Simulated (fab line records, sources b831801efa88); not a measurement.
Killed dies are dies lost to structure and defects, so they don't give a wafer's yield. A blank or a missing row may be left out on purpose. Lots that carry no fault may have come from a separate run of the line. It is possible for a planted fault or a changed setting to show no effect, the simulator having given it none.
Struck lot and sound lot, side by side    flow gf180mcu    14 steps out of a route of 602
Sound: these wafers, L612.2, L612.3, L612.6. Wafers L624.2, L624.4, L624.6 were the ones struck. Last of all comes the cause.
At each step with rows: each side's tool, then ch and its chambers, then its first start. Under that, the readings that differ: sound wafers    struck wafers    difference of the means    sigmas: that difference in standard deviations of wafers without a fault.
alike: words and numbers the same on both sides, and readings whose means are apart by under 2 such deviations; not compared: readings that were withheld, readings missing a value for some wafer, numbers with overlapping values and no deviation given by the record, and bounds like >300 which may hide the same value.
A row with sigmas, a row that says differs or no value, or rows on one side alone: a step with any of these is where the two part. Non-overlapping numbers with no deviation appear without sigmas and do not part them. A reading missing from all wafers of one side parts the sides only when that side holds two or more wafers.

GF_V5_CMP_26: polishes, stops on SiO2, t overpolish 15 s, target thk 0 nm.
  sound on cmp-02 ch 0,1,3, day 27 21:38; struck on cmp-02 ch 0,2,3, day 31 16:36
  alike: motor_current_A, overpolish_run_s, time_to_endpoint_s
GF_TOP_METAL_SPUTTER_00: material Ti, target thk 37.5 nm, time 150 s.
  sound on pvd_sputter-03, day 27 21:56; struck on pvd_sputter-04, day 31 16:48
  alike: throttle_valve_pct
then, 1 step without rows for these wafers: GF_TOP_METAL_SPUTTER_01 (material TiN, target thk 30 nm, time 25 s).
GF_TOP_METAL_SPUTTER_02: material AlCu, target thk 900 nm, time 47.82 s.
  sound on pvd_sputter-03, day 27 22:04; struck on pvd_sputter-04, day 31 16:56
  alike: throttle_valve_pct
GF_TOP_METAL_SPUTTER_03: material Ti, target thk 5 nm, time 3.3 s.
  sound on pvd_sputter-03, day 27 22:07; struck on pvd_sputter-04, day 31 16:59
  alike: throttle_valve_pct
GF_TOP_METAL_SPUTTER_04: material TiN, target thk 25 nm, time 20.8 s.
  sound on pvd_sputter-03, day 27 22:08; struck on pvd_sputter-04, day 31 17:00
  alike: throttle_valve_pct
GF_TOP_METAL_RS_MEAS_05: uses a four-point probe to measure.
  sound on film_metro-03, day 27 22:11; struck on film_metro-04, day 31 17:02
  alike: TOP_METAL_ALCU_RS
GF_TOP_METAL_THK_MEAS_06: measures by xrf.
  sound on film_metro-03, day 27 22:17; struck on film_metro-04, day 31 17:09
  alike: TOP_METAL_ALCU_THK
then, 4 steps without rows for these wafers: GF_TOP_METAL_DEHYDRATE_07 (time 60 s); GF_TOP_METAL_HMDS_08 (prime time 60 s); GF_TOP_METAL_COAT_09 (resist thk 1513 nm); GF_TOP_METAL_SOFTBAKE_10 (time 60 s).
GF_TOP_METAL_EXPOSE_11: exposes mask MetalTop, target cd 440 nm.
  struck on iline_stepper-02, day 32 02:07; sound on iline_stepper-01 ch 0, day 28 07:36
  no value came back on the struck wafers for exposure_dose_mJ_cm2, focus_offset_nm (nm); on the sound wafers exposure_dose_mJ_cm2 reads 170.49 170.54 170.77
  alike: mask
next, for these wafers, 1 step has no rows: GF_TOP_METAL_PEB_12.

WHERE THEY PART
At GF_TOP_METAL_EXPOSE_11 and nowhere else, as far as this record goes.

WHY: what the simulator had put in
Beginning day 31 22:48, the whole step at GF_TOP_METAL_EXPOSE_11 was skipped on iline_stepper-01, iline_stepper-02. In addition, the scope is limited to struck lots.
